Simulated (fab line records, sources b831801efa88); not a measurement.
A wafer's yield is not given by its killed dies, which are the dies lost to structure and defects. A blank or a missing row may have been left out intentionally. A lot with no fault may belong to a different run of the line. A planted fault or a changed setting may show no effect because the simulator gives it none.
Which tool was responsible?    flow sky130    14 lots, 42 wafers sampled, at 1 step of a route of 708

## WHAT THE GAUGES SHOWED, per wafer
SKY_CONTACT_THK_MEAS_01. Usual: CONTACT_CVD_00_THK 75.0 nm, standard deviation 0.86.
lot   measured      on             CONTACT_CVD_00_THK (nm)  flag
L710  day 31 04:44  film-metro-02  74.3 73.9 74.7           
L711  day 31 12:25  film-metro-01  76.2 75.0 76.9           
L715  day 33 04:50  film-metro-03  73.8 76.2 75.3           
L716  day 33 12:47  film-metro-03  73.8 74.9 75.0           
L722  day 35 03:23  film-metro-02  75.8 75.5 74.8           
L724  day 35 11:35  film-metro-02  75.4 75.3 73.9           
L723  day 35 12:40  film-metro-03  74.9 75.5 76.3           
L725  day 35 14:11  film-metro-02  75.1 75.0 75.3           
L727  day 36 06:43  film-metro-03  73.0 75.2 75.9           
L728  day 36 14:22  film-metro-03  75.6 76.1 76.2           
L729  day 36 20:38  film-metro-02  74.3 73.3 74.5           
L731  day 37 07:40  film-metro-03  75.7 75.2 75.1           
L732  day 37 17:02  film-metro-01  73.5 73.8 75.0           
L733  day 38 03:31  film-metro-01  74.9 76.7 75.7           

## WHICH TOOL RAN EACH LOT (tool, then ch and the chambers of the sampled wafers, then the start)
No process step before these readings appears in the record.

## AS READ BY THE TOOLS THEMSELVES (means over the sampled wafers that have a number; for cases with no such wafer, the mark the record gives instead)
The record holds no such reading with a usual standard deviation.

## THE ANSWER, worked out from the rows above alone
Rule: a lot is off if the mean of its wafers that have a number lies more than 3 standard deviations from the usual mean. Also off: a lot with no number at a reading for which 4 or more lots have one. The other lots that the step has rows for count as sound. Order of review: gauges by route order, followed by the tools' own readings, for which a lot's mean as printed above is used. At the first step where some lot is off, the reading lying furthest off is the one used; lots without a number count as furthest.
Nothing can be told from this: no lot is off at any reading shown.

## WHAT THE SIMULATOR HAD INSERTED
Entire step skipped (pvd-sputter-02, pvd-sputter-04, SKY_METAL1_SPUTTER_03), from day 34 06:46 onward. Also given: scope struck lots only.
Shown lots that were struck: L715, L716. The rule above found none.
